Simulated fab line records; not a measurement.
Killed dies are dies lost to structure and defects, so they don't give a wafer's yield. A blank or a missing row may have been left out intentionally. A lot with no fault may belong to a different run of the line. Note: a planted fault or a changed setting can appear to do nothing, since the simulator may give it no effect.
Which of the tools did it?	flow gf180mcu	36 wafers from 12 lots sampled at 7 of the route's 602 steps

== WHAT THE GAUGES READ, wafer by wafer ==
GF_VT_IMPLANT_OVL_MEAS_18. Usual: VT_IMPLANT_01_OVL 1.3 nm, standard deviation 1.4.
lot	measured	on	VT_IMPLANT_01_OVL (nm)	flag
L396	day 6 15:14	overlay-01	-1.4 -0.9 -1.0	
L397	day 6 19:21	overlay-02	1.1 1.4 1.7	
L400	day 7 13:14	overlay-01	0.2 0.2 0.2	
L401	day 7 18:09	overlay-02	1.8 0.2 1.6	
L402	day 8 01:41	overlay-01	- - -	OFF
L403	day 8 09:50	overlay-01	- - -	OFF
L405	day 8 22:21	overlay-01	0.5 0.5 1.3	
L412	day 10 20:31	overlay-01	0.7 2.3 -0.6	
L414	day 11 06:27	overlay-02	3.1 2.9 3.6	
L415	day 11 14:59	overlay-02	0.4 1.8 2.1	
L416	day 11 19:49	overlay-02	2.6 3.5 2.7	
L418	day 12 08:03	overlay-02	1.8 1.5 1.2	

GF_VT_IMPLANT_TW_MEAS_32. Usual: VT_IMPLANT_3_TW 266.2, standard deviation 1.8.
lot	measured	on	VT_IMPLANT_3_TW	flag
L396	day 7 07:38	film-metro-01	266.7 266.8 268.2	
L397	day 7 10:58	film-metro-01	265.1 266.1 266.5	
L400	day 8 05:55	film-metro-01	266.3 268.0 265.6	
L401	day 8 11:13	film-metro-04	267.0 268.6 267.6	
L402	day 8 18:11	film-metro-04	1215.2 1209.4 1221.2	OFF
L403	day 9 02:26	film-metro-03	1213.4 1210.8 1203.4	OFF
L405	day 9 15:14	film-metro-01	265.6 265.9 265.6	
L412	day 11 15:41	film-metro-04	265.3 263.9 263.1	
L414	day 12 01:32	film-metro-01	263.9 262.6 264.2	
L415	day 12 10:21	film-metro-04	266.1 263.9 266.5	
L416	day 12 15:28	film-metro-04	265.0 265.2 267.0	
L418	day 13 03:10	film-metro-04	267.3 266.7 267.5	

GF_VT_IMPLANT_TW_MEAS_43. Usual: VT_IMPLANT_4_TW 686, standard deviation 4.9.
lot	measured	on	VT_IMPLANT_4_TW	flag
L396	day 8 00:08	film-metro-03	689 687 695	
L397	day 8 03:27	film-metro-01	682 683 681	
L400	day 8 22:22	film-metro-03	693 689 692	
L401	day 9 03:12	film-metro-03	683 690 686	
L402	day 9 11:29	film-metro-04	1271 1275 1277	OFF
L403	day 9 19:20	film-metro-03	1273 1271 1276	OFF
L405	day 10 09:14	film-metro-01	680 680 681	
L412	day 12 10:32	film-metro-01	676 675 682	
L414	day 12 21:02	film-metro-03	686 685 687	
L415	day 13 06:11	film-metro-03	683 686 686	
L416	day 13 11:29	film-metro-03	686 688 689	
L418	day 13 23:48	film-metro-04	690 687 685	

GF_NSD_TW_MEAS_12. Usual: NSD_TW 4220, standard deviation 25.
lot	measured	on	NSD_TW	flag
L396	day 13 22:12	film-metro-01	4165 4197 4176	
L397	day 14 08:40	film-metro-04	4220 4210 4217	
L400	day 15 00:15	film-metro-03	4256 4232 4260	
L401	day 15 05:02	film-metro-04	4205 4216 4200	
L405	day 16 19:51	film-metro-04	4217 4233 4206	
L412	day 19 09:45	film-metro-04	4232 4234 4229	
L414	day 19 22:26	film-metro-03	4286 4251 4281	
L415	day 20 04:18	film-metro-01	4217 4232 4221	
L416	day 20 12:16	film-metro-04	4228 4222 4229	
L418	day 21 04:26	film-metro-01	4240 4227 4246	

== EACH LOT AND THE TOOL THAT RAN IT (in order: tool; ch and the chambers of the sampled wafers; start) ==
lot	GF_VT_IMPLANT_COAT_13	GF_POLY_GATE_ETCH_13	GF_NSD_STRIP_11
L396	litho-track-02 ch 0, day 6 07:50	rie-si-01 ch 1,2,3, day 9 17:29	plasma-asher-04 ch 0,1, day 13 22:06
L397	litho-track-01 ch 0, day 6 11:41	rie-si-02 ch 0,1,2, day 10 01:42	plasma-asher-04 ch 0,1, day 14 08:33
L400	litho-track-01 ch 0, day 7 05:23	rie-si-02 ch 0,1,2, day 10 14:47	plasma-asher-03 ch 0,1, day 15 00:09
L401	litho-track-04 ch 0, day 7 10:02	rie-si-02 ch 1,3, day 10 19:44	plasma-asher-03 ch 0, day 15 04:55
L402	litho-track-01, day 7 17:18	-	-
L403	litho-track-02, day 8 01:05	-	-
L405	litho-track-02 ch 0, day 8 14:11	rie-si-01 ch 1,2, day 12 05:07	plasma-asher-02 ch 0, day 16 19:45
L412	litho-track-01 ch 0, day 10 11:12	rie-si-02 ch 0,2,3, day 14 09:31	plasma-asher-04 ch 0,1, day 19 09:39
L414	litho-track-02 ch 0, day 10 21:16	rie-si-02 ch 0,1,3, day 14 20:37	plasma-asher-02 ch 0,1, day 19 22:19
L415	litho-track-02 ch 0, day 11 05:14	rie-si-01 ch 0,2,3, day 15 05:08	plasma-asher-04 ch 0,1, day 20 04:12
L416	litho-track-04 ch 0, day 11 10:14	rie-si-01 ch 0,2,3, day 15 11:27	plasma-asher-02 ch 0,1, day 20 12:09
L418	litho-track-01 ch 0, day 11 22:00	rie-si-02 ch 1,2,3, day 16 01:03	plasma-asher-03 ch 0,1, day 21 04:21
- GF_VT_IMPLANT_COAT_13: resist thk 1000 nm.
- GF_POLY_GATE_ETCH_13: etches poly-Si in HBr/Cl2, stops on SiO2, target depth 198.5 nm, time 69.6 s.
- GF_NSD_STRIP_11: strips in O2/N2.

== AS READ BY THE TOOLS THEMSELVES (means over the sampled wafers that have a number; for cases with no such wafer, the mark the record gives instead) ==
GF_VT_IMPLANT_COAT_13. Usual: chill-plate-temp-C 23.00 C, standard deviation 0.098; dispense-pressure-kPa 50.4 kPa, standard deviation 1.1.
lot	tool	chill-plate-temp-C (C)	dispense-pressure-kPa (kPa)	flag
L396	litho-track-02	23.05	49.0	
L397	litho-track-01	22.99	51.6	
L400	litho-track-01	22.94	51.6	
L401	litho-track-04	23.03	50.6	
L402	litho-track-01	-	-	OFF
L403	litho-track-02	-	-	OFF
L405	litho-track-02	23.03	49.0	
L412	litho-track-01	23.08	51.6	
L414	litho-track-02	23.01	49.0	
L415	litho-track-02	23.01	49.0	
L416	litho-track-04	22.97	50.6	
L418	litho-track-01	23.01	51.5	

GF_POLY_GATE_ETCH_13. Usual: drypump-motor-current-A 5.9 A, standard deviation 0.43; oes-product-au 0.992 a.u., standard deviation 0.0083; throttle-valve-pct 33.685 %, standard deviation 0.0089.
lot	tool	drypump-motor-current-A (A)	oes-product-au (a.u.)	throttle-valve-pct (%)	flag
L396	rie-si-01	5.6	0.994	33.681	
L397	rie-si-02	6.0	0.994	33.689	
L400	rie-si-02	6.0	0.991	33.689	
L401	rie-si-02	6.0	0.989	33.686	
L405	rie-si-01	5.4	0.992	33.684	
L412	rie-si-02	6.1	0.987	33.683	
L414	rie-si-02	5.7	0.986	33.691	
L415	rie-si-01	5.7	0.988	33.679	
L416	rie-si-01	5.7	0.990	33.686	
L418	rie-si-02	6.2	0.989	33.681	

GF_NSD_STRIP_11. Usual: drypump-motor-current-A 5.7 A, standard deviation 0.61; heater-power-w 341 W, standard deviation 18; oes-product-au 0.487 a.u., standard deviation 0.005; strip-time-to-endpoint-s 22.964 s, standard deviation 0.03.
lot	tool	drypump-motor-current-A (A)	heater-power-w (W)	oes-product-au (a.u.)	strip-time-to-endpoint-s (s)	flag
L396	plasma-asher-04	5.8	337	0.482	22.923	
L397	plasma-asher-04	5.8	342	0.486	22.960	
L400	plasma-asher-03	5.5	337	0.484	22.929	
L401	plasma-asher-03	5.9	327	0.485	22.932	
L405	plasma-asher-02	5.8	363	0.486	22.963	
L412	plasma-asher-04	5.8	346	0.487	22.953	
L414	plasma-asher-02	6.4	335	0.483	22.976	
L415	plasma-asher-04	5.8	334	0.485	22.987	
L416	plasma-asher-02	6.4	333	0.494	22.976	
L418	plasma-asher-03	5.0	346	0.485	22.983	

== THE ANSWER, worked out from the rows above alone ==
Rule: a lot counts as off when the mean over its wafers that have a number is more than 3 standard deviations away from the usual mean. A lot without any number at a reading at which 4 lots or more have one is off too. All remaining lots with rows at the step are treated as sound. The gauges are gone through in route order, then the tools' own readings, and for those a lot's mean is taken as printed above. At the first step where some lot is off, the reading lying furthest off is the one used; lots without a number count as furthest.
Off: L402, L403, seen at GF_VT_IMPLANT_OVL_MEAS_18 (VT_IMPLANT_01_OVL). Without a number there: L402, L403.
If a tool, at a process step before that reading, ran all the lots that are off and no sound lot after the first of them, it fits. The gauges at GF_VT_IMPLANT_OVL_MEAS_18 aren't tried: what is off there is off at GF_VT_IMPLANT_TW_MEAS_32 too, on other tools, and a gauge's error can't cause that. None of those tried fits.

== WHAT WAS PUT IN BY THE SIMULATOR ==
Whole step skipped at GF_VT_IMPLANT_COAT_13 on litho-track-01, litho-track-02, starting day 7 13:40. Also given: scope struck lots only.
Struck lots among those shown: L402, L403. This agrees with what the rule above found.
